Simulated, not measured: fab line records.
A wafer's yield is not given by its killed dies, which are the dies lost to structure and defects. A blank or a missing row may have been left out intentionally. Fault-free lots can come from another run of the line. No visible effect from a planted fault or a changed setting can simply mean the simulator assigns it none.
The same fault as seen by 2 desks + flow gf180mcu + only its own numbers are on each desk; what lay behind them is given at the end

== AT THE METROLOGY DESK ==
What the gauges read, lot by lot, whatever tool the lot ran on: means of the sampled wafers that have a number. If a lot's mean is further than 4 standard deviations from the usual mean, the lot is out of limits and carries the mark OUT (the distance appears in the brackets).
Columns: A = INCOMING_BOW at GF_STI_BOW_MEAS_00, usual 0 um; B = NSD_RS at GF_PSD_RS_MEAS_14, usual 46.19 ohm/sq; C = PSD_RS at GF_PSD_RS_MEAS_15, usual 108.7 ohm/sq; D = V1_BOW at GF_V1_BOW_MEAS_05, usual 81 um
| lot  | first seen here | A  | B                | C                | D  |
|------|-----------------|----|------------------|------------------|----|
| L591 | day 1 15:04     | -2 | 46.27            | 109.0            | 80 |
| L592 | day 1 20:01     | 1  | 46.13            | 108.3            | 86 |
| L593 | day 2 01:01     | -6 | 46.26            | 108.9            | 73 |
| L595 | day 2 11:01     | -0 | 44.29 (-20) OUT  | 104.9 (-12) OUT  | 85 |
| L596 | day 2 16:00     | -1 | 45.31 (-9.2) OUT | 107.1 (-5.1) OUT | 84 |
| L603 | day 4 03:01     | -1 | 46.24            | 109.0            | 83 |
| L604 | day 4 08:00     | 8  | 46.26            | 108.7            | 87 |
| L605 | day 4 13:00     | -3 | 46.11            | 108.2            | 78 |
| L606 | day 4 18:00     | 2  | 46.22            | 108.9            | 78 |
| L607 | day 4 23:01     | 7  | 46.10            | 108.3            | 82 |
| L609 | day 5 09:01     | 5  | 46.31            | 109.0            | 86 |
| L611 | day 5 19:01     | -1 | 46.19            | 108.7            | 72 |
| L613 | day 6 05:00     | 1  | 46.26            | 108.9            | 82 |
This desk's result: L595, L596 out of limits, first on L595 (NSD_RS at GF_PSD_RS_MEAS_14), day 15 19:53. In limits: L591, L592, L593, L603, L604, L605, L606, L607, L609, L611, L613.

== TOOL OWNER'S DESK, rtp-anneal-01 ==
At GF_PSD_RTA_13 (time 20 s), the tool's own readings, given per lot that ran on this tool as the mean of the sampled wafers with a number. If a lot's mean is further than 4 standard deviations from the usual mean, the lot is out of limits and carries the mark OUT (the distance appears in the brackets).
Columns: A = lamp-power-pct at GF_PSD_RTA_13, usual 38.0 %; B = run-length-s at GF_PSD_RTA_13, usual 49.1 s; C = wafer_temp_C_max at GF_PSD_RTA_13, usual 1030.0
| lot  | first seen here | A    | B               | C      |
|------|-----------------|------|-----------------|--------|
| L592 | day 14 21:28    | 37.5 | 49.2            | 1029.8 |
| L593 | day 15 03:19    | 37.4 | 49.0            | 1028.4 |
| L595 | day 15 19:43    | 37.5 | 60.6 (+23) OUT  | 1030.6 |
| L596 | day 16 06:43    | 37.5 | 53.8 (+9.3) OUT | 1029.6 |
| L603 | day 19 02:25    | 37.5 | 49.0            | 1029.8 |
| L604 | day 19 10:52    | 37.4 | 48.9            | 1030.6 |
| L605 | day 19 23:08    | 37.5 | 49.0            | 1030.0 |
| L606 | day 20 08:04    | 37.4 | 49.3            | 1030.5 |
| L607 | day 20 19:22    | 37.4 | 49.1            | 1029.9 |
This desk finds L595, L596 out of limits, L595 being first, at day 15 19:43 (run-length-s at GF_PSD_RTA_13). In limits: L592, L593, L603, L604, L605, L606, L607.

== PUT TOGETHER ==
The tool owner's desk had the chance to raise an alarm at day 15 19:43 on L595, L596.
The metrology desk could have raised an alarm at day 15 19:53, on L595, L596.
All the named lots went through GF_PSD_RTA_13 on rtp-anneal-01.

== WHAT THE SIMULATOR HAD INSERTED ==
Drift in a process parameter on rtp-anneal-01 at GF_PSD_RTA_13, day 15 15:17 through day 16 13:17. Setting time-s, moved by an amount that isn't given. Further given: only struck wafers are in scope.
Lots struck among those shown: L595, L596.
Hours from the fault's start to each desk's first reading out of limits: the tool owner's desk, 4; the metrology desk, 5.
